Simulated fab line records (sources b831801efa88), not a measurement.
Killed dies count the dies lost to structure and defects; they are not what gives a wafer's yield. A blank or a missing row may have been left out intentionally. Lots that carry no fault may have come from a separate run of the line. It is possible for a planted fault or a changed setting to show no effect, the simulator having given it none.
Problem report in the 8D (eight disciplines) form, filled by code ; flow sky130 ; the parts of the form that need people (team, actions taken, sign-off) are left out

1. THE PROBLEM
Across 9 wafers from 3 lots, VIA4_HDPCVD_THK at SKY_VIA4_THK_MEAS_01 averages 1390 nm, while fault-free wafers read 1751 nm with a standard deviation of 19. That is -19 standard deviations from the usual mean.
Seen first at day 44 09:55 on film_metro-01, wafer L756.1. Wafers with a number at this step in the record: 36, from 12 lots. Rule for "out", or "out of limits": more than 4 standard deviations from the usual mean. The rest of the wafers with a number are treated as sound.

2. WHAT IT IS; WHAT IT IS NOT
question;is;is not
which readings at this step;VIA4_HDPCVD_THK;-
which lots;L756, L757, L758;L746, L747, L750, L751, L755, L763, L767, L768, L769
which wafers of those lots;all that have a number;-
read on which gauges;film_metro-01;film_metro-03, film_metro-04
when;from day 44 09:55;"up to then (12 sound wafers); but 15 sound wafers of L755, L763, L767, L768, L769 came after"

3. THE SUSPECTS, EACH WITH WHAT RULES IT OUT
Counting: any tool at a process step up to the reading is kept as a suspect provided that every lot that is out went through it and no sound lot did after the first of them.
- the gauge at SKY_VIA4_THK_MEAS_01: kept. All the wafers that are out were read on film_metro-01, and no step on other tools shows them out.
- hdpcvd-01 at SKY_VIA4_HDPCVD_00 (deposits SiO2, target thk 1750 nm, time 291.7 s): ruled out as a lasting fault. The sound lots L769 went through it after L756, its earliest lot that is out (day 44 09:44).
Left after counting: film_metro-01 at SKY_VIA4_THK_MEAS_01.

4. THE CAUSE (what the simulator had put in)
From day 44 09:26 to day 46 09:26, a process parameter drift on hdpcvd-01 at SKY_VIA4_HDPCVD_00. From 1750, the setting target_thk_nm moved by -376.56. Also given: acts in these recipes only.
It was ruled out by counting, in error; the rule expects a fault to strike all lots run on its tool from its start on, and this fault did not.

5. SEQUENCE OF EFFECTS, ordered by route
Each row: a reading whose mean over the struck wafers that have a number lies more than 3 standard deviations from the usual. Only readings for which the record gives a usual standard deviation are gone through. hours: the time from each lot's start at the first step in this table that gives one to its start at this step, as a median over the lots. sigmas: the change in usual standard deviations.
hours;step;reading;usual;on struck wafers;change;sigmas
0;SKY_VIA4_THK_MEAS_01;VIA4_HDPCVD_THK;1751 nm;1390;-361;-19

6. WHAT WOULD HAVE CAUGHT IT SOONER
In this record the first reading out of limits at a measuring or inspecting step was taken at day 44 09:55, 0 hours after the fault began at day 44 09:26.
